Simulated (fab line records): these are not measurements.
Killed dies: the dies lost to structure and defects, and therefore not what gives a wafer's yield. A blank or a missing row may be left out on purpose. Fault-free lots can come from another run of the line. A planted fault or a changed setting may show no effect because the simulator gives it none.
Lot-split experiment | flow sky130 | 5 lots, 23 wafers read, on a route of 708 steps

== SPLIT DETAILS ==
At SKY_VIA1_CVD_21 (deposits W, target thk 270 nm, time 80.902 s), the setting pressure torr was moved away from the recipe's 40 Torr on 10 of the 23 wafers read, by -10.5% to -3.9%. This setting was run at the recipe's value on the other wafers.

The reading is taken at the split's own step.

== THE READING ==
W_of_VIA1_CVD_21.thk nm (the simulator's own value, which no gauge read), in nm, at SKY_VIA1_CVD_21 (deposits W, target thk 270 nm, time 80.902 s). The file gives no usual value for it. Across the 13 wafers here that went through the recipe, the average is 266.7 nm and the standard deviation 2.6 nm.

wafer  | tool, chamber at the split | pressure torr as run, Torr | against the recipe | W_of_VIA1_CVD_21.thk nm, nm | against lot-mates on the recipe
L074.1 | cvd w-02, 0                | 40                         | recipe             | 267.3                       | -
L074.2 | cvd w-02, 1                | 40                         | recipe             | 271.8                       | -
L074.3 | cvd w-02, 0                | 40                         | recipe             | 265.2                       | -
L074.4 | cvd w-02, 1                | 40                         | recipe             | 269.1                       | -
L074.6 | cvd w-02, 1                | 40                         | recipe             | 269.9                       | -
L076.2 | cvd w-01, 0                | 38.42                      | -3.9%              | 264.5                       | no lot-mate on the recipe
L076.3 | cvd w-01, 0                | 38.42                      | -3.9%              | 265.1                       | no lot-mate on the recipe
L076.4 | cvd w-01, 1                | 38.42                      | -3.9%              | 262                         | no lot-mate on the recipe
L076.5 | cvd w-01, 1                | 38.42                      | -3.9%              | 261.1                       | no lot-mate on the recipe
L076.6 | cvd w-01, 0                | 38.42                      | -3.9%              | 267.1                       | no lot-mate on the recipe
L078.1 | cvd w-02, 0                | 35.81                      | -10.5%             | 250.4                       | no lot-mate on the recipe
L078.2 | cvd w-02, 1                | 35.81                      | -10.5%             | 252.7                       | no lot-mate on the recipe
L078.3 | cvd w-02, 0                | 35.81                      | -10.5%             | 245.3                       | no lot-mate on the recipe
L078.4 | cvd w-02, 1                | 35.81                      | -10.5%             | 251.2                       | no lot-mate on the recipe
L078.6 | cvd w-02, 1                | 35.81                      | -10.5%             | 252.8                       | no lot-mate on the recipe
L080.2 | cvd w-02, 0                | 40                         | recipe             | 267.1                       | -
L080.4 | cvd w-02, 0                | 40                         | recipe             | 265                         | -
L080.6 | cvd w-02, 0                | 40                         | recipe             | 265                         | -
L084.1 | cvd w-02, 0                | 40                         | recipe             | 264.9                       | -
L084.2 | cvd w-02, 1                | 40                         | recipe             | 263.1                       | -
L084.3 | cvd w-02, 0                | 40                         | recipe             | 262.4                       | -
L084.4 | cvd w-02, 1                | 40                         | recipe             | 267.8                       | -
L084.6 | cvd w-02, 0                | 40                         | recipe             | 267.9                       | -

THE FIT
A straight line over all 23 wafers: W_of_VIA1_CVD_21.thk nm changes by +1.51 nm for each +1% of pressure torr; r = +0.91; the points scatter about the line by 3 nm.
Too few moved wafers have a lot-mate on the recipe to fit a line with each lot's own level taken away.

== THE FILE'S OWN FIT ==
W_of_VIA1_CVD_21.thk nm changes by +1.51 nm for each +1% of pressure torr, r = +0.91.
